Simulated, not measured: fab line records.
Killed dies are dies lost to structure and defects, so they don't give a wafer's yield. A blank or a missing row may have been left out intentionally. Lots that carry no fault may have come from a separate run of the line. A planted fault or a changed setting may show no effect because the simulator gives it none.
Which of the tools did it? -- flow gf180mcu -- 36 wafers from 12 lots sampled at 6 of the route's 602 steps

WHAT EACH GAUGE READ, for each wafer
GF_M4_CD_MEAS_14 targets a cd of 280 nm.
lot,measured,on,cd nm (nm)
L075,day 23 14:31,cd sem-01,278.4 280.2 278.8
L077,day 24 09:40,cd sem-02,282.0 281.7 281.8
L079,day 25 04:05,cd sem-02,278.8 278.1 279.3
L081,day 26 00:08,cd sem-02,281.0 281.2 280.5
L082,day 26 13:35,cd sem-01,282.9 281.6 281.4
L085,day 27 15:17,cd sem-02,279.7 281.0 279.3
L087,day 28 00:56,cd sem-02,280.1 280.9 280.4
L089,day 28 16:57,cd sem-01,281.7 281.7 282.2
L091,day 28 22:26,cd sem-02,279.4 280.3 278.7
L093,day 29 10:11,cd sem-01,280.4 280.1 280.4
L095,day 30 00:59,cd sem-01,279.3 278.8 278.0
L097,day 30 11:18,cd sem-02,277.9 279.3 277.9

EACH LOT AND THE TOOL THAT RAN IT (in order: tool; ch and the chambers of the sampled wafers; start)
lot,GF_V2_STRIP_18,GF_V2_SPUTTER_21,GF_V3_CMP_04,GF_V3_ETCH_16,GF_V3_SPUTTER_21
L075,"plasma asher-04 ch 0,1, day 20 12:06","pvd sputter-03, day 20 12:47","cmp-02 ch 0,1,2, day 21 14:40","rie diel-04 ch 0,1,3, day 22 14:19","pvd sputter-02, day 22 15:01"
L077,"plasma asher-02 ch 0,1, day 21 07:11","pvd sputter-04, day 21 07:41","cmp-01 ch 0,1, day 22 09:23","rie diel-02 ch 1,2,3, day 23 09:05","pvd sputter-01, day 23 09:45"
L079,"plasma asher-01 ch 0,1, day 22 04:10","pvd sputter-01, day 22 04:47","cmp-02 ch 0,1,3, day 23 06:16","rie diel-04 ch 0,2,3, day 24 04:55","pvd sputter-01, day 24 05:35"
L081,"plasma asher-02 ch 0,1, day 23 01:18","pvd sputter-03, day 23 01:50","cmp-02 ch 0,2,3, day 24 02:31","rie diel-02 ch 1,3, day 25 00:44","pvd sputter-01, day 25 01:24"
L082,"plasma asher-04 ch 0,1, day 23 16:07","pvd sputter-04, day 23 16:39","cmp-01 ch 0,1,2, day 24 16:42","rie diel-04 ch 0,1, day 25 14:50","pvd sputter-03, day 25 15:30"
L085,"plasma asher-02 ch 0,1, day 24 19:34","pvd sputter-03, day 24 20:08","cmp-01 ch 0,1,3, day 25 20:29","rie diel-01 ch 0,1,2, day 26 17:29","pvd sputter-01, day 26 18:09"
L087,"plasma asher-04 ch 0,1, day 25 06:30","pvd sputter-03, day 25 07:02","cmp-01 ch 0,2,3, day 26 05:41","rie diel-02 ch 0,1,3, day 27 03:44","pvd sputter-01, day 27 04:24"
L089,"plasma asher-01 ch 0,1, day 26 00:27","pvd sputter-04, day 26 00:59","cmp-01 ch 2,3, day 26 23:14","rie diel-02 ch 1,3, day 27 20:02","pvd sputter-03, day 27 21:03"
L091,"plasma asher-02 ch 0,1, day 26 06:21","pvd sputter-04, day 26 06:53","cmp-01 ch 0,2,3, day 27 05:20","rie diel-02 ch 0,1,2, day 28 01:46","pvd sputter-02, day 28 02:32"
L093,"plasma asher-02 ch 0,1, day 26 17:58","pvd sputter-04, day 26 18:30","cmp-01 ch 0,2,3, day 27 16:52","rie diel-01 ch 1,2,3, day 28 13:01","pvd sputter-02, day 28 13:43"
L095,"plasma asher-04 ch 0,1, day 27 10:13","pvd sputter-03, day 27 10:46","cmp-02 ch 1,3, day 28 08:47","rie diel-04 ch 0,2,3, day 29 04:32","pvd sputter-01, day 29 05:13"
L097,"plasma asher-02 ch 0,1, day 27 23:37","pvd sputter-03, day 28 00:14","cmp-02 ch 0,2,3, day 28 21:20","rie diel-01 ch 1,3, day 29 15:47","pvd sputter-02, day 29 16:27"
- GF_V2_STRIP_18: strips in O2/N2.
- GF_V2_SPUTTER_21: material Ti, target thk 15 nm, time 80.02 s.
- GF_V3_CMP_04: polishes SiO2.
- GF_V3_ETCH_16: etches BARC in N2/H2.
- GF_V3_SPUTTER_21: material Ti, target thk 15 nm, time 80.02 s.

THE ANSWER, worked out from the rows above alone
Rule: the lots themselves supply what counts as usual. Put in order of their means at a reading, lots are off if they are a third of the lots or fewer, leave a main group of 4 or more, and stand apart from it by a gap of 3 or more times the standard deviation of the main group's means; of several such gaps the widest counts. Not used: any main group whose means are identical at the precision the tables above print for the reading. Also off: a lot with no number at a reading for which 4 or more lots have one. Where the step has rows for the other lots, those lots are counted as sound.
None of the lots is off at any reading shown; this tells nothing.

WHAT THE SIMULATOR HAD INSERTED
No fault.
